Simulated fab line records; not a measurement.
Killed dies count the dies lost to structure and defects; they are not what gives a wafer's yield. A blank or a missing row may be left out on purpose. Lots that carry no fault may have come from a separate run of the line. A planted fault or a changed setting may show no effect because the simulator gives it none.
8D (eight disciplines) problem report, filled in by code    flow gf180mcu    the parts of the form that need people (team, actions taken, sign-off) are left out

1. PROBLEM STATEMENT
NSD_RS at GF_PSD_RS_MEAS_14 reads a mean of 44.97 ohm/sq on 6 wafers of 2 lots; wafers without a fault read 46.15 ohm/sq with a standard deviation of 0.083. That puts it -14 standard deviations away from the usual mean.
The step: measures by four-point-probe.
First seen on wafer L294.1, day 16 10:31, on film-metro-03. The record holds 33 wafers of 11 lots with a number at this step. The rule behind "out" and "out of limits": a value lying over 4 standard deviations away from the usual mean. All remaining wafers that have a number are taken as sound.

2. WHAT IT IS, AND WHAT IT ISN'T
question                     is                            is not
which readings at this step  NSD_RS                        -
which lots                   L294, L296                    L287, L288, L289, L300, L302, L303, L305, L307, L310
which wafers of those lots   all that have a number        -
read on which gauges         film-metro-01, film-metro-03  film-metro-04
when                         from day 16 10:31             up to then (9 sound wafers); but 18 sound wafers of L300, L302, L303, L305, L307, L310 came after

3. WHAT RULES OUT EACH SUSPECT
Counting: a tool stays on the suspect list if, at a process step up to the reading, it processed all lots that are out and no sound lot following the first of them.
- ruled out: the gauge at GF_PSD_RS_MEAS_14. Those wafers that are out were read across 2 gauges (film-metro-01, film-metro-03).
- implanter-01 at GF_NSD_IMPLANT_09: kept. All lots that are out passed through it, beginning with L294 at day 15 11:59, and no sound lot followed; its final sound lot before that point was L289 at day 13 22:29. Its own beam-on-s, faraday-current-uA readings are out on those wafers.
Left after counting: implanter-01 at GF_NSD_IMPLANT_09.

4. THE CAUSE (what the simulator had put in)
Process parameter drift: implanter-01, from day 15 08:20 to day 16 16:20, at GF_NSD_IMPLANT_09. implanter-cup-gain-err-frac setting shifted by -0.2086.
This tool alone remained once counting was done.

5. SEQUENCE OF EFFECTS, ordered by route
One row per reading whose mean, taken over the struck wafers that have a number, lies over 3 standard deviations from the usual. Only readings for which the record gives a usual standard deviation are gone through. hours: the time from each lot's start at the first step in this table that gives one to its start at this step, as a median over the lots. sigmas: the change in usual standard deviations.
hours  step               reading                   usual         on struck wafers  change  sigmas
0      GF_NSD_IMPLANT_09  beam-on-s                 17.2 s        22.3              +5.1    +8.3
0      GF_NSD_IMPLANT_09  faraday-current-uA        12681         9838              -2843   -6.3
0      GF_NSD_STRIP_11    strip-time-to-endpoint-s  22.96 s       23.71             +0.75   +18
23     GF_PSD_RS_MEAS_14  NSD_RS                    46.15 ohm/sq  44.97             -1.18   -14
The process steps in it:
- GF_NSD_IMPLANT_09
- GF_NSD_STRIP_11: strips in O2/N2.
Later measuring or inspecting steps at which every struck wafer that the step has a row for has a number for every such reading, and none has moved that far: GF_V4_CD_MEAS_14.

6. HOW IT WOULD HAVE BEEN CAUGHT EARLIER
26 hours passed between the start of the fault at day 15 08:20 and the first reading out of limits at a measuring or inspecting step in this record, taken at day 16 10:31.
The tool's own readings at GF_NSD_IMPLANT_09 were out on every struck wafer that the step has a row for (beam-on-s, faraday-current-uA): an alarm limit on them would have fired on the first of those.
By day 16 10:31, every lot that is out (2) had started GF_NSD_IMPLANT_09 on implanter-01. Tool hold at that time: it would have spared none of them.
